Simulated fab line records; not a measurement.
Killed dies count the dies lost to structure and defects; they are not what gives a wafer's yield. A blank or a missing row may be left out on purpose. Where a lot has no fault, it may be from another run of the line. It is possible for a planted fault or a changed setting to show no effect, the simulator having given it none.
2 desks, one fault -- flow sky130 -- each desk has only its own numbers; what lay behind them comes last

== THE METROLOGY DESK ==
Lot by lot, what the gauges showed, no matter which tool ran the lot: averages of those sampled wafers that carry a number. Marked OUT: a lot whose mean sits more than 4 standard deviations from the usual mean, which makes it out of limits; the brackets give that distance. Of its 10 readings 7 are shown: those that lie furthest out on some lot.
Columns: A = VIA1_W_RS at SKY_VIA1_RS_MEAS_22, usual 0.427 ohm/sq; B = VIA1_W_THK at SKY_VIA1_THK_MEAS_23, usual 268 nm; C = METAL2_ALCU_RS at SKY_METAL2_RS_MEAS_05, usual 0.1270 ohm/sq; D = METAL2_ALCU_THK at SKY_METAL2_THK_MEAS_06, usual 246.9 nm; E = cdNm at SKY_METAL2_CD_MEAS_15, usual 140.2 nm; F = VIA2_BOW at SKY_VIA2_BOW_MEAS_03, usual 86 um; G = VIA3_BOW at SKY_VIA3_BOW_MEAS_03, usual 80 um
lot,first seen here,A,B,C,D,E,F,G
L862,day 36 08:59,0.428,265,0.1272,246.3,140.3,85,77
L864,day 36 23:25,0.428,267,0.1281,244.5,140.2,97,90
L865,day 37 06:14,0.428,263,0.1267,247.4,139.9,87,81
L866,day 37 16:07,0.432,266,0.1253,251.4,140.2,84,80
L869,day 38 16:24,0.428,267,0.1267,246.9,138.0,78,65
This desk found nothing out of limits on any of the 5 lots.

== AT THE TOOL OWNER'S DESK: pvdSputter-03 ==
The tool's own readings at SKY_METAL2_SPUTTER_00 (material Ti, target thk 15 nm, time 10 s): means of the sampled wafers that have a number, for each lot that ran on this tool. Marked OUT: a lot whose mean sits more than 4 standard deviations from the usual mean, which makes it out of limits; the brackets give that distance.
Columns: A = throttleValvePct at SKY_METAL2_SPUTTER_00, usual 30.1 %
lot,first seen here,A
L864,day 37 01:07,30.0
L865,day 37 07:43,30.2
L866,day 37 17:28,29.9
L869,day 38 17:51,30.1
This desk found nothing out of limits on any of the 4 lots.

== TAKEN TOGETHER ==
Nothing out of limits was seen by the metrology desk.
Nothing out of limits was seen by the tool owner's desk.

== WHAT THE SIMULATOR HAD INSERTED ==
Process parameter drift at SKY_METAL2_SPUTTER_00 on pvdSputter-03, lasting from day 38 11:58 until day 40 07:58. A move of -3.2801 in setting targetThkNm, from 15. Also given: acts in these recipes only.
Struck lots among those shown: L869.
